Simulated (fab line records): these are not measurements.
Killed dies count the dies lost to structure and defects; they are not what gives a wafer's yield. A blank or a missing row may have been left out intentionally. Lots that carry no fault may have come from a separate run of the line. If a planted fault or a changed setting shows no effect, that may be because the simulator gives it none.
Problem report, 8D (eight disciplines) form, completed by code	flow sky130	the parts of the form that need people (team, actions taken, sign-off) are left out

== 1. THE PROBLEM ==
Wafers with no fault read 0.837 a.u. with a standard deviation of 0.0043, whereas oes_product_au at SKY_LI_CONTACT_ETCH_15 reads a mean of 0.809 a.u. on 1 wafer of 1 lot. Measured from the usual mean, that is -6.5 standard deviations.
The step: etches PSG in C4F8/O2/Ar, stops on Si, target depth 600 nm.
First observed at day 31 19:40: wafer L288.2, on rie_diel-01. At this step, 36 wafers from 12 lots have a number in the record. Rule for "out", or "out of limits": more than 4 standard deviations from the usual mean. All remaining wafers that have a number are taken as sound.

== 2. WHAT IT IS AND WHAT IT IS NOT ==
question	is	is not
which readings at this step	oes_product_au	-
which lots	L288	L281, L282, L287, L293, L294, L298, L299, L300, L301, L302, L303
which wafers of those lots	L288.2	L288.3, L288.6
read on which tools	rie_diel-01	rie_diel-03, rie_diel-04
when	from day 31 19:40	up to then (11 sound wafers); but 24 sound wafers of L293, L294, L298, L299, L300, L301, L302, L303 came after

== 3. WHAT RULES OUT EACH SUSPECT ==
Counting: a tool at a process step up to the reading stays a suspect if it ran every lot that is out. Sound lots after the first of them don't rule it out here, since some wafers of a struck lot are sound.
- rie_diel-01 at SKY_LI_CONTACT_ETCH_15 (etches PSG in C4F8/O2/Ar, stops on Si, target depth 600 nm): kept. It processed L288, the lot that is out, at day 31 19:40, and its most recent sound lot before then was L281 at day 28 22:04. Out on those wafers are its own readings of oes_product_au.
- Within rie_diel-01 at SKY_LI_CONTACT_ETCH_15, the wafers that are out were processed in chamber 0 and their sound lot-mates in chamber 2.
After counting, what remains is rie_diel-01 at SKY_LI_CONTACT_ETCH_15.

== 4. THE CAUSE (what the simulator had put in) ==
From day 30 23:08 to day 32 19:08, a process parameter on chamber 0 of rie_diel-01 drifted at SKY_LI_CONTACT_ETCH_15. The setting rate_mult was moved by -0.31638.
This tool alone remained once counting was done.

== 5. THE EFFECT CHAIN, in route order ==
One row per reading whose mean, taken over the struck wafers that have a number, lies over 3 standard deviations from the usual. Readings are gone through only where the record gives a usual standard deviation; hours: the median, over the lots, of the time from a lot's start at the first step in this table giving one to that lot's start at this step; sigmas: the change measured in usual standard deviations.
hours	step	reading	usual	on struck wafers	change	sigmas
0	SKY_LI_CONTACT_ETCH_15	oes_product_au	0.837 a.u.	0.809	-0.028	-6.5
0	SKY_LI_CONTACT_STRIP_16	oes_product_au	0.376 a.u.	0.399	+0.023	+5.0
0	SKY_LI_CONTACT_STRIP_16	strip_time_to_endpoint_s	3.50 s	4.00	+0.50	+13
383	SKY_PAD_OPEN_PROBE_99	killed_at_contacts	24	433	+409	+73
383	SKY_PAD_OPEN_PROBE_99	killed_dies	84	492	+408	+41
383	SKY_PAD_OPEN_PROBE_99	killed_on_rim	16	96	+80	+21
Process steps it contains:
- SKY_LI_CONTACT_ETCH_15: etches PSG in C4F8/O2/Ar, stops on Si, target depth 600 nm.
- SKY_LI_CONTACT_STRIP_16: strips in O2/N2.
- SKY_PAD_OPEN_PROBE_99

== 6. HOW IT WOULD HAVE BEEN CAUGHT EARLIER ==
21 hours passed between the start of the fault at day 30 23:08 and the first reading out of limits in this record, taken at day 31 19:40.
